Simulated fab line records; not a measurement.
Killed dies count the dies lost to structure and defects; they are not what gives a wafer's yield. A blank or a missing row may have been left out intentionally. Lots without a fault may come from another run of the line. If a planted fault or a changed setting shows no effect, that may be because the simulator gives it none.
Which tool was responsible?	flow gf180mcu	Sampling: 11 lots, 33 wafers, 6 of 602 route steps

## WHAT THE GAUGES READ, wafer by wafer
GF_HV_LDD_CD_MEAS_31: the cd target is 400 nm. Usual: cd-nm 399.8 nm, standard deviation 2.2.
lot	measured	on	cd-nm (nm)	flag
L289	day 11 10:55	cd-sem-02	397.1 398.4 400.0	
L292	day 12 04:59	cd-sem-02	396.5 396.7 399.1	
L293	day 12 15:28	cd-sem-01	400.2 402.2 401.6	
L300	day 15 06:25	cd-sem-01	396.8 399.7 400.5	
L301	day 15 15:23	cd-sem-01	398.2 397.8 397.3	
L302	day 15 23:23	cd-sem-02	404.6 405.6 406.0	
L305	day 17 06:53	cd-sem-01	400.8 400.6 402.4	
L306	day 17 10:55	cd-sem-02	401.2 401.1 403.1	
L307	day 17 17:25	cd-sem-02	398.5 398.7 399.6	
L308	day 18 00:56	cd-sem-02	398.8 399.0 396.8	
L311	day 19 01:04	cd-sem-01	397.4 395.7 396.3	

GF_PSD_TW_MEAS_11. Usual: PSD_TW typically reads 3214, with standard deviation 38.
lot	measured	on	PSD_TW	flag
L289	day 14 00:49	film-metro-03	3156 3173 3165	
L292	day 14 23:20	film-metro-01	3246 3237 3246	
L293	day 15 08:48	film-metro-02	3183 3212 3193	
L300	day 18 07:04	film-metro-01	2868 2881 2893 2881 2875 2903	OFF
L301	day 18 15:08	film-metro-03	2807 2801 2788 2795 2787 2807	OFF
L302	day 19 01:16	film-metro-03	2810 2798 2803 2803 2791 2805	OFF
L305	day 20 09:11	film-metro-01	3244 3265 3241	
L306	day 20 14:58	film-metro-02	3225 3223 3196	
L307	day 20 20:58	film-metro-01	3243 3242 3266	
L308	day 21 05:05	film-metro-03	3169 3174 3164	
L311	day 22 06:43	film-metro-01	3258 3263 3257	

GF_PSD_RS_MEAS_15: measurement is done with a four-point probe. Usual: PSD_RS typically reads 108.53 ohm/sq, with standard deviation 0.29.
lot	measured	on	PSD_RS (ohm/sq)	flag
L289	day 14 01:08	film-metro-03	108.66 108.05 108.44	
L292	day 14 23:40	film-metro-03	108.44 108.63 108.64	
L293	day 15 09:08	film-metro-03	108.48 108.52 108.40	
L300	day 18 08:45	film-metro-03	133.18 132.83 132.56 133.19 133.09 132.48	OFF
L301	day 18 16:55	film-metro-03	132.30 133.07 132.42 132.79 132.93 132.48	OFF
L302	day 19 05:34	film-metro-02	132.37 132.55 133.09 132.49 132.53 133.00	OFF
L305	day 20 09:31	film-metro-02	108.92 108.99 108.65	
L306	day 20 15:18	film-metro-02	108.06 107.91 107.88	
L307	day 20 21:17	film-metro-02	108.70 108.49 108.34	
L308	day 21 05:25	film-metro-02	108.82 108.80 108.82	
L311	day 22 07:03	film-metro-01	108.60 108.27 108.26	

## EACH LOT AND THE TOOL THAT RAN IT (in order: tool; ch and the chambers of the sampled wafers; start)
lot	GF_HV_LDD_STRIP_37	GF_PSD_IMPLANT_09	GF_PSD_STRIP_10
L289	plasma-asher-04 ch 0,1, day 11 11:39	implanter-03 ch 0, day 14 00:34	plasma-asher-01 ch 0,1, day 14 00:42
L292	plasma-asher-03 ch 0,1, day 12 05:45	implanter-02 ch 0, day 14 23:05	plasma-asher-04 ch 0,1, day 14 23:14
L293	plasma-asher-01 ch 0,1, day 12 16:12	implanter-02 ch 0, day 15 08:34	plasma-asher-02 ch 0,1, day 15 08:41
L300	plasma-asher-01 ch 0,1, day 15 07:09	implanter-02 ch 0, day 18 06:49	plasma-asher-04 ch 0,1, day 18 06:57
L301	plasma-asher-01 ch 0,1, day 15 16:09	implanter-02 ch 0, day 18 14:53	plasma-asher-01 ch 0,1, day 18 15:02
L302	plasma-asher-04 ch 0,1, day 16 00:08	implanter-02 ch 0, day 19 01:01	plasma-asher-04 ch 0,1, day 19 01:10
L305	plasma-asher-04 ch 0,1, day 17 07:38	implanter-01 ch 0, day 20 08:56	plasma-asher-01 ch 0,1, day 20 09:05
L306	plasma-asher-01 ch 0,1, day 17 11:38	implanter-03 ch 0, day 20 14:44	plasma-asher-01 ch 0,1, day 20 14:52
L307	plasma-asher-04 ch 0,1, day 17 18:08	implanter-01 ch 0, day 20 20:43	plasma-asher-01 ch 0,1, day 20 20:51
L308	plasma-asher-01 ch 0,1, day 18 01:41	implanter-03 ch 0, day 21 04:52	plasma-asher-02 ch 0,1, day 21 05:00
L311	plasma-asher-01 ch 0,1, day 19 01:50	implanter-02 ch 0, day 22 06:30	plasma-asher-04 ch 0,1, day 22 06:38
- GF_HV_LDD_STRIP_37: strips in O2/N2.
- GF_PSD_IMPLANT_09
- GF_PSD_STRIP_10: strips in O2/N2.

## AS READ BY THE TOOLS THEMSELVES (means over the sampled wafers that have a number; for cases with no such wafer, the mark the record gives instead)
GF_HV_LDD_STRIP_37. Usual: drypump-motor-current-A 5.94 A, standard deviation 0.28; heater-power-w 330 W, standard deviation 28; oes-product-au 0.716 a.u., standard deviation 0.0039; strip-time-to-endpoint-s 12.63 s, standard deviation 0.032.
lot	tool	drypump-motor-current-A (A)	heater-power-w (W)	oes-product-au (a.u.)	strip-time-to-endpoint-s (s)	flag
L289	plasma-asher-04	5.74	312	0.718	12.64	
L292	plasma-asher-03	6.22	314	0.719	12.61	
L293	plasma-asher-01	5.82	356	0.714	12.59	
L300	plasma-asher-01	5.88	338	0.716	12.60	
L301	plasma-asher-01	5.82	350	0.718	12.62	
L302	plasma-asher-04	5.71	315	0.710	12.65	
L305	plasma-asher-04	5.97	324	0.718	12.61	
L306	plasma-asher-01	5.82	357	0.715	12.63	
L307	plasma-asher-04	5.96	328	0.717	12.65	
L308	plasma-asher-01	5.82	347	0.716	12.65	
L311	plasma-asher-01	5.84	359	0.717	12.62	

GF_PSD_IMPLANT_09. Usual: beam-energy-keV 40.000, standard deviation 0.012.
lot	tool	beam-energy-keV	flag
L289	implanter-03	39.997	
L292	implanter-02	39.988	
L293	implanter-02	39.990	
L300	implanter-02	25.604	OFF
L301	implanter-02	25.590	OFF
L302	implanter-02	25.608	OFF
L305	implanter-01	40.009	
L306	implanter-03	39.998	
L307	implanter-01	39.989	
L308	implanter-03	39.997	
L311	implanter-02	40.013	

GF_PSD_STRIP_10. Usual: drypump-motor-current-A 5.92 A, standard deviation 0.27; heater-power-w 341 W, standard deviation 26; oes-product-au 0.592 a.u., standard deviation 0.0042; strip-time-to-endpoint-s 16.52 s, standard deviation 0.035.
lot	tool	drypump-motor-current-A (A)	heater-power-w (W)	oes-product-au (a.u.)	strip-time-to-endpoint-s (s)	flag
L289	plasma-asher-01	5.88	336	0.594	16.58	
L292	plasma-asher-04	5.75	316	0.593	16.47	
L293	plasma-asher-02	6.26	370	0.594	16.52	
L300	plasma-asher-04	5.73	315	0.624	15.15	OFF
L301	plasma-asher-01	5.90	338	0.624	15.18	OFF
L302	plasma-asher-04	5.98	329	0.627	15.11	OFF
L305	plasma-asher-01	5.88	336	0.591	16.51	
L306	plasma-asher-01	5.82	347	0.590	16.55	
L307	plasma-asher-01	5.90	337	0.593	16.49	
L308	plasma-asher-02	6.18	365	0.592	16.53	
L311	plasma-asher-04	5.75	324	0.593	16.53	

## THE ANSWER, worked out from the rows above alone
Rule: a lot is off if the mean of its wafers that have a number lies more than 3 standard deviations from the usual mean. Also off: a lot with no number at a reading for which 4 or more lots have one. Where the step has rows for the other lots, those lots are counted as sound. Order of review: gauges by route order, followed by the tools' own readings, for which a lot's mean as printed above is used. At the first step where some lot is off, the reading lying furthest off is the one used; lots without a number count as furthest.
Off: at GF_PSD_TW_MEAS_11 (PSD_TW), L300, L301, L302.
A tool fits if, at a process step before that reading, it ran every lot that is off, and no sound lot after the first of them. The gauges at GF_PSD_TW_MEAS_11 aren't tried: what is off there is off at GF_PSD_IMPLANT_09 too, on other tools, and a gauge's error can't cause that. None of those tried fits.

## WHAT THE SIMULATOR PUT IN
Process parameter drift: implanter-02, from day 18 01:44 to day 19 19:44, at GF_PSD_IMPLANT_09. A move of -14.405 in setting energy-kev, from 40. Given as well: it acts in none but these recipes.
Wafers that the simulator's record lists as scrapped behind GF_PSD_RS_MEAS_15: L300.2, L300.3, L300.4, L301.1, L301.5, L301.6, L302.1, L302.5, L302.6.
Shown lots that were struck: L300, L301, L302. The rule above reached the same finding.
